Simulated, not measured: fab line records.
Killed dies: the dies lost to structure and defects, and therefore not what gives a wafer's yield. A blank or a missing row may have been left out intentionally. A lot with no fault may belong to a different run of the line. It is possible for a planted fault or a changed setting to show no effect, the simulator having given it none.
fab line records	flow sky130
[record] lots = 12	wafers = 36	last-day = 50
route steps=708 shown NWELL@60 VT_ADJUST_HVTP@93 VT_ADJUST_NCORE@129 VT_ADJUST_HVTR@139 PAD_OPEN@708
lots that met no fault: taken from a fault-free run of the same line
start-h: hours from the record's opening day to when the first of the lot's shown wafers began	wait-h: hours elapsed since this lot's preceding step	" repeats the value in the row above	L1.1+2: a single row standing in for several wafers	- no value, or no start was given	* or withheld: withheld	< > ~ a bound
route shown NAME@n: NAME is a module with steps in the file, n the number in the route of the first one	usual: mean/standard deviation of fault-free wafers	same: alike in all rows	chamber/n: place in a boat	sites: the reading at each site	_std_site: how widely they spread, as a standard deviation	_edge_site: outer sites' mean less inner sites'	radius-mm: for every site, how far away it sits from the centre of the wafer	mask NAME#n: copy n	behind: the most recent tool/chamber to have shaped the wafer	hold: cause of the lot's hold/its duration in hours/its outcome	device: the transistor (n, p or np) that didn't switch	end of line: the tests these same wafers got at the end of their route	step lacking rows: just its recipe	killed: dies that structure and defects cost at the first sort, which is not the same as the wafer's yield	map: a wafer's dies, x killed, . not, _ none there
set.NAME: the setting that was run; set.NAME@STEP: the one run at that earlier step	model.NAME: the simulator's own value behind a step, which no gauge read
one table for each step of the route and one row for each wafer, over a sample of lots
services: from which hour (start-h, from the record's first day; less than 0 if before it) a tool's chamber was out of use, for how many hours, and why
[[steps]]
[step SKY_NWELL_EXPOSE_07]
[recipe] mask-id = NWM	na = 0.6	source-shape = conventional	sigma-outer = 0.6	polarization = unpolarized	target-cd-nm = 840	dose-mj = 255
lot.wafer	tool	chamber	start-h	wait-h	mask
L738.2+3+6	iline-stepper-02	0	79.92	-	NWM#0
L739.1+2+6	iline-stepper-01	0	95.44	-	NWM#0
L740.2+3+4	iline-stepper-01	0	109.54	-	NWM#0
L742.2+3+5	iline-stepper-01	0	117.56	-	HVTPM#0
L743.1+2+5	iline-stepper-02	0	117.97	-	NWM#0
L751.2+3+6	iline-stepper-02	0	158.79	-	NWM#0
L752.2+3+5	iline-stepper-01	0	163.64	-	NWM#0
L753.1+2+4	iline-stepper-01	0	168.09	-	NWM#0
L755.1+2+6	iline-stepper-02	0	178.79	-	NWM#0
L756.3+4+5	iline-stepper-02	0	187.00	-	NWM#0
L757.3+4+5	iline-stepper-01	0	190.76	-	NWM#0
L759.2+5+6	iline-stepper-02	0	212.53	-	NWM#0
[step SKY_NWELL_OVL_MEAS_10]
[usual] NWELL_00_OVL = 0.7/1.2
lot.wafer	tool	chamber	start-h	wait-h	NWELL_00_OVL[nm]
L738.2	overlay-01	-	88.25	-	-0.6
L738.3	"	-	"	"	-0.4
L738.6	"	-	"	"	-1.1
L739.1	overlay-02	-	104.22	-	-1.3
L739.2	"	-	"	"	-1.5
L739.6	"	-	"	"	-2.3
L740.2	overlay-01	-	118.20	-	0.1
L740.3	"	-	"	"	0.4
L740.4	"	-	"	"	0.7
L742.2	overlay-01	-	126.17	-	-
L742.3	"	-	"	"	-
L742.5	"	-	"	"	-
L743.1	overlay-02	-	126.65	-	1.8
L743.2	"	-	"	"	0.2
L743.5	"	-	"	"	0.4
L751.2	overlay-01	-	167.75	-	0.9
L751.3	"	-	"	"	1.6
L751.6	"	-	"	"	0.2
L752.2	overlay-01	-	172.60	-	2.0
L752.3	"	-	"	"	1.4
L752.5	"	-	"	"	2.0
L753.1	overlay-01	-	178.39	-	0.9
L753.2	"	-	"	"	1.0
L753.4	"	-	"	"	1.4
L755.1	overlay-02	-	188.92	-	2.0
L755.2	"	-	"	"	4.5
L755.6	"	-	"	"	2.3
L756.3	overlay-01	-	197.11	-	-0.7
L756.4	"	-	"	"	-0.4
L756.5	"	-	"	"	1.1
L757.3	overlay-02	-	201.21	-	0.7
L757.4	"	-	"	"	0.8
L757.5	"	-	"	"	0.7
L759.2	overlay-02	-	223.57	-	1.7
L759.5	"	-	"	"	1.0
L759.6	"	-	"	"	-0.2
[step SKY_NWELL_TW_MEAS_15]
[usual] NWELL_TW = 1834/20
lot.wafer	tool	chamber	start-h	wait-h	NWELL_TW
L738.2	film-metro-03	-	88.84	0.1	1827
L738.3	"	-	"	"	1827
L738.6	"	-	"	"	1830
L739.1	film-metro-03	-	104.80	0.1	1820
L739.2	"	-	"	"	1837
L739.6	"	-	"	"	1835
L740.2	film-metro-01	-	118.82	0.1	1858
L740.3	"	-	"	"	1871
L740.4	"	-	"	"	1860
L742.2	film-metro-02	-	126.76	0.1	30
L742.3	"	-	"	"	30
L742.5	"	-	"	"	30
L743.1	film-metro-02	-	127.23	0.1	1815
L743.2	"	-	"	"	1801
L743.5	"	-	"	"	1816
L751.2	film-metro-03	-	169.96	0.1	1823
L751.3	"	-	"	"	1822
L751.6	"	-	"	"	1818
L752.2	film-metro-02	-	173.19	0.1	1831
L752.3	"	-	"	"	1835
L752.5	"	-	"	"	1820
L753.1	film-metro-03	-	178.98	0.1	1828
L753.2	"	-	"	"	1816
L753.4	"	-	"	"	1828
L755.1	film-metro-01	-	189.50	0.1	1871
L755.2	"	-	"	"	1872
L755.6	"	-	"	"	1867
L756.3	film-metro-03	-	197.70	0.1	1830
L756.4	"	-	"	"	1836
L756.5	"	-	"	"	1840
L757.3	film-metro-03	-	201.80	0.1	1833
L757.4	"	-	"	"	1836
L757.5	"	-	"	"	1832
L759.2	film-metro-02	-	224.16	0.1	1838
L759.5	"	-	"	"	1832
L759.6	"	-	"	"	1835
[step SKY_VT_ADJUST_HVTP_OVL_MEAS_08]
[usual] VT_ADJUST_HVTP_OVL = 0.7/1.3
lot.wafer	tool	chamber	start-h	wait-h	VT_ADJUST_HVTP_OVL[nm]
L738.2	overlay-02	-	125.34	0.1	1.3
L738.3	"	-	"	"	3.5
L738.6	"	-	"	"	1.1
L739.1	overlay-01	-	141.53	0.1	1.0
L739.2	"	-	"	"	1.3
L739.6	"	-	"	"	0.3
L740.2	overlay-01	-	157.84	0.1	1.9
L740.3	"	-	"	"	1.0
L740.4	"	-	"	"	0.7
L742.2	overlay-02	-	166.34	0.1	1.2
L742.3	"	-	"	"	0.4
L742.5	"	-	"	"	0.5
L743.1	overlay-01	-	166.51	0.1	0.8
L743.2	"	-	"	"	0.4
L743.5	"	-	"	"	0.2
L751.2	overlay-02	-	212.84	0.1	1.4
L751.3	"	-	"	"	-0.6
L751.6	"	-	"	"	0.6
L752.2	overlay-02	-	215.74	0.1	-1.1
L752.3	"	-	"	"	-1.5
L752.5	"	-	"	"	-2.0
L753.1	overlay-02	-	222.54	0.1	0.6
L753.2	"	-	"	"	0.5
L753.4	"	-	"	"	-0.2
L755.1	overlay-02	-	233.11	0.1	1.8
L755.2	"	-	"	"	1.8
L755.6	"	-	"	"	2.9
L756.3	overlay-01	-	243.08	0.1	2.6
L756.4	"	-	"	"	1.1
L756.5	"	-	"	"	2.5
L757.3	overlay-02	-	248.40	0.1	2.6
L757.4	"	-	"	"	1.9
L757.5	"	-	"	"	-0.2
L759.2	overlay-02	-	271.59	0.1	-1.0
L759.5	"	-	"	"	-1.4
L759.6	"	-	"	"	-2.2
[step SKY_VT_ADJUST_NCORE_STRIP_10]
[recipe] chemistry = O2/N2	power-w = 1400	pressure-mtorr = 1500	platen-temp-c = withheld	o2-flow-sccm = 3000	n2-flow-sccm = 300	overash-fraction = 0.5
[usual] chamber-pressure-mTorr = 1500.2/1.3	drypump-motor-current-A = 5.7/0.51	oes-product-au = 0.715/0.0044	strip-time-to-endpoint-s = 14.18/0.038
lot.wafer	tool	chamber	start-h	wait-h	chamber-pressure-mTorr	drypump-motor-current-A	oes-product-au	rf-hours-counter-h	strip-time-to-endpoint-s
L738.2	plasma-asher-04	1	185.50	0.1	1499.2	5.9	0.711	49	14.22
L738.3	"	1	"	"	1501.1	5.9	0.709	-	14.15
L738.6	"	1	"	"	1498.6	5.9	0.713	-	14.14
L739.1	plasma-asher-04	1	202.92	0.1	1500.8	5.9	0.717	50	14.20
L739.2	"	0	"	"	1500.5	5.2	0.709	50	14.12
L739.6	"	0	"	"	1499.5	5.2	0.718	-	14.16
L740.2	plasma-asher-01	0	220.37	0.1	1500.4	5.8	0.710	41	14.24
L740.3	"	1	"	"	1499.4	6.7	0.714	-	14.19
L740.4	"	0	"	"	1502.6	5.8	0.715	-	14.22
L742.2	plasma-asher-01	0	230.97	0.1	1501.2	5.8	0.716	42	14.21
L742.3	"	1	"	"	1499.3	6.7	0.722	-	14.20
L742.5	"	1	"	"	1500.5	6.7	0.713	-	14.18
L743.1	plasma-asher-03	1	231.92	0.1	1498.0	5.3	0.712	53	14.18
L743.2	"	0	"	"	1500.1	5.2	0.717	53	14.20
L743.5	"	1	"	"	1500.0	5.3	0.717	-	14.22
L751.2	plasma-asher-04	1	284.47	0.1	1501.6	5.9	0.710	58	14.15
L751.3	"	1	"	"	1499.6	5.9	0.718	-	14.12
L751.6	"	1	"	"	1500.2	5.9	0.718	-	14.16
L752.2	plasma-asher-04	0	287.12	0.1	1499.6	5.2	0.712	58	14.20
L752.3	"	0	"	"	1500.1	5.2	0.711	-	14.21
L752.5	"	0	"	"	1499.0	5.2	0.712	-	14.18
L753.1	plasma-asher-03	0	295.77	0.1	1501.0	5.3	0.712	60	14.20
L753.2	"	1	"	"	1500.1	5.3	0.712	60	14.16
L753.4	"	1	"	"	1497.5	5.3	0.720	-	14.18
L755.1	plasma-asher-03	1	307.77	0.1	1499.1	5.4	0.720	61	14.14
L755.2	"	0	"	"	1499.4	5.3	0.716	61	14.20
L755.6	"	0	"	"	1499.4	5.3	0.720	-	14.17
L756.3	plasma-asher-04	1	316.85	0.1	1499.6	5.9	0.713	-	14.19
L756.4	"	0	"	"	1499.6	5.2	0.717	-	14.27
L756.5	"	0	"	"	1501.8	5.2	0.715	-	14.20
L757.3	plasma-asher-01	1	324.05	0.1	1500.1	6.7	0.718	-	14.14
L757.4	"	0	"	"	1498.9	5.8	0.724	-	14.19
L757.5	"	0	"	"	1500.1	5.8	0.712	-	14.16
L759.2	plasma-asher-04	1	349.85	0.1	1500.1	5.9	0.716	65	14.17
L759.5	"	0	"	"	1501.0	5.2	0.716	-	14.22
L759.6	"	1	"	"	1500.3	5.9	0.714	-	14.17
[step SKY_VT_ADJUST_HVTR_OVL_MEAS_08]
[usual] VT_ADJUST_HVTR_OVL = 0.6/1.6
lot.wafer	tool	chamber	start-h	wait-h	VT_ADJUST_HVTR_OVL[nm]
L738.2	overlay-01	-	206.52	0.1	1.6
L738.3	"	-	"	"	0.4
L738.6	"	-	"	"	0.6
L739.1	overlay-02	-	225.24	0.1	2.5
L739.2	"	-	"	"	3.0
L739.6	"	-	"	"	1.6
L740.2	overlay-01	-	244.19	0.1	0.3
L740.3	"	-	"	"	-1.4
L740.4	"	-	"	"	0.5
L742.2	overlay-01	-	254.48	0.1	0.9
L742.3	"	-	"	"	1.5
L742.5	"	-	"	"	2.0
L743.1	overlay-02	-	255.86	0.1	-0.5
L743.2	"	-	"	"	0.3
L743.5	"	-	"	"	0.8
L751.2	overlay-02	-	310.09	0.1	0.3
L751.3	"	-	"	"	0.7
L751.6	"	-	"	"	-1.2
L752.2	overlay-01	-	312.87	0.1	-1.5
L752.3	"	-	"	"	-1.6
L752.5	"	-	"	"	0.0
L753.1	overlay-01	-	321.23	0.1	2.6
L753.2	"	-	"	"	1.7
L753.4	"	-	"	"	2.1
L755.1	overlay-01	-	333.41	0.1	3.0
L755.2	"	-	"	"	3.0
L755.6	"	-	"	"	3.1
L756.3	overlay-01	-	342.30	0.1	-0.6
L756.4	"	-	"	"	-0.1
L756.5	"	-	"	"	1.9
L757.3	overlay-01	-	350.43	0.1	2.8
L757.4	"	-	"	"	3.2
L757.5	"	-	"	"	3.3
L759.2	overlay-02	-	378.42	0.1	3.1
L759.5	"	-	"	"	0.2
L759.6	"	-	"	"	0.8
[step SKY_PAD_OPEN_PROBE_99]
[usual] killed_at_M0_to_M3 = 44/7.1	killed_at_M4_up = 3.5/2	killed-at-contacts = 24/5.3	killed-at-front-end = 15/4.8	killed-at-other = 0.1/0.35	killed-dies = 86/9.3	killed-on-rim = 17/4	killed-open = 47/7.8	killed-short = 39/5.9
[same] gross-dies = 492	killed-at-back-side = 0
lot.wafer	tool	chamber	start-h	wait-h	killed_at_M0_to_M3	killed_at_M4_up	killed-at-contacts	killed-at-front-end	killed-at-other	killed-dies	killed-on-rim	killed-open	killed-short
L742.2	prober-02	-	1119.43	0.1	41	0	25	426	0	492	96	47	34
L742.3	prober-02	-	1119.48	0.2	44	5	21	422	0	492	96	48	36
L742.5	prober-02	-	1119.58	0.2	52	2	28	410	0	492	96	56	40
// killed by level:class
L742.2 NWELL:area-expose=411 VIA2:geometric-particle:open=10 CONTACT:geometric-particle:open=9 VIA1:geometric-particle:open=7 VIA3:geometric-particle:open=7 FIELD_ISO:geometric-particle:short=6 LOCAL_INTERCONNECT:geometric-particle:short=6 LI_CONTACT:geometric-particle:open=5
L742.3 NWELL:area-expose=408 VIA2:geometric-particle:open=14 VIA3:geometric-particle:open=7 CONTACT:geometric-particle:open=6 METAL2:geometric-particle:short=6 LI_CONTACT:geometric-particle:short=4 LOCAL_INTERCONNECT:geometric-particle:short=4 METAL1:geometric-particle:short=4
L742.5 NWELL:area-expose=396 VIA1:geometric-particle:open=17 LI_CONTACT:geometric-particle:open=10 VIA2:geometric-particle:open=9 FIELD_ISO:geometric-particle:open=6 CONTACT:geometric-particle:open=6 LOCAL_INTERCONNECT:geometric-particle:short=5 METAL1:geometric-particle:short=5
[[services]]
tool	chamber	start-h	hours	kind
plasma-asher-04	-	78.17	0.7	repair
iline-stepper-02	-	110.51	1.0	repair
plasma-asher-04	-	119.11	3.1	repair
plasma-asher-03	-	129.11	7.5	repair
plasma-asher-03	-	129.39	0.3	repair
plasma-asher-03	-	130.32	1.3	repair
iline-stepper-01	-	143.46	1.7	pm
iline-stepper-01	-	206.09	7.7	repair
plasma-asher-01	-	206.10	2.0	repair
plasma-asher-01	-	222.45	2.2	repair
iline-stepper-01	-	251.25	5.8	repair
iline-stepper-02	-	258.22	1.7	pm
plasma-asher-04	-	275.75	6.4	repair
plasma-asher-03	-	280.02	3.1	repair
plasma-asher-01	-	281.04	9.8	repair
plasma-asher-03	-	319.78	14.6	pm
[[key]]
[first-sign] step = SKY_NWELL_EXPOSE_07	reading = mask	direction = changed
[effect] step = SKY_NWELL_OVL_MEAS_10	reading = NWELL_00_OVL	direction = missing
[effect] step = SKY_NWELL_TW_MEAS_15	reading = NWELL_TW	direction = down	sigmas = 92	usual = 1834	struck = 30
[effect] step = SKY_PAD_OPEN_PROBE_99	reading = killed-at-front-end	direction = up	sigmas = 84	usual = 15	struck = 419
[more-kills-born-at] SKY_NWELL_EXPOSE_07@iline-stepper-01 = 1215
met-at SKY_NWELL_EXPOSE_07
struck-lots L742
tester-left-out L742
not-acting-at SKY_VT_ADJUST_HVTP_OVL_MEAS_08,SKY_VT_ADJUST_NCORE_STRIP_10,SKY_VT_ADJUST_HVTR_OVL_MEAS_08
onset-between 109.54 117.56
[fault] kind = wrong-mask	tool = any	chamber = -	onset-h = 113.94	steps = SKY_NWELL_EXPOSE_07	aux-copy = HVTPM#0	scope = struck-lots-only
// tester-left-out: of these lots the tester's yield and bins aren't shown, on N5 and GAA mostly nor the transistor test; their killed dies are dies lost to structure and defects alone, not to doping, threshold or leakage, so they don't give the yield
